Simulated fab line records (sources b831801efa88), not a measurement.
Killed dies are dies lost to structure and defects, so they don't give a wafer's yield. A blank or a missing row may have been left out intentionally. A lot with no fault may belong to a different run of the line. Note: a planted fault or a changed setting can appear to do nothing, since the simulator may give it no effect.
Chamber matching | flow sky130 | SKY_VIA4_ETCH_12 on rie diel-01 has 4 sister chambers
The step etches SiO2 in C4F8/O2/Ar, stops on TiN, target depth 580 nm. 4 wafers are shown with their chamber, then 7 later ones without.

## WAFERS PAIRED WITH THEIR CHAMBERS
wafer  | chamber | oes product au (a.u.)
L426.3 | 2       | 0.916
L432.2 | 3       | 0.925
L432.3 | 1       | 0.929
L434.4 | 0       | 0.922

## WAFERS WHOSE CHAMBER IS MISSING
wafer  | oes product au (a.u.)
L434.6 | 0.920
L437.1 | 0.922
L437.2 | 0.928
L437.4 | 0.927
L440.2 | 0.926
L440.3 | 0.925
L440.6 | 0.925

## CHAMBER TAKEN BY EACH
wafer  | from the rows above     | in truth
L434.6 | can't be placed: 0 or 2 | 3
L437.1 | 0                       | 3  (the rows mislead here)
L437.2 | can't be placed: 1 or 3 | 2
L437.4 | can't be placed: 1 or 3 | 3
L440.2 | can't be placed: 3 or 1 | 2
L440.3 | 3                       | 3
L440.6 | 3                       | 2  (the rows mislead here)
Correct placement for 1 of the 7. Unplaceable from these rows: 4, with the true chamber sitting among the candidates in 1. 2 placed wrongly.
How it was worked out, from the rows above alone: a wafer's distance from a chamber is the root of the sum, over the readings, of the square of ((its reading less the chamber's mean) divided by the reading's scatter). If the next closest chamber is less than 2 further off than the closest, the wafer can't be placed; otherwise it belongs to the closest. A chamber's mean is the mean of its shown wafers. The scatter: with one shown wafer a chamber, the root of the mean of the squares of how far each hidden wafer lies from its nearest shown one.
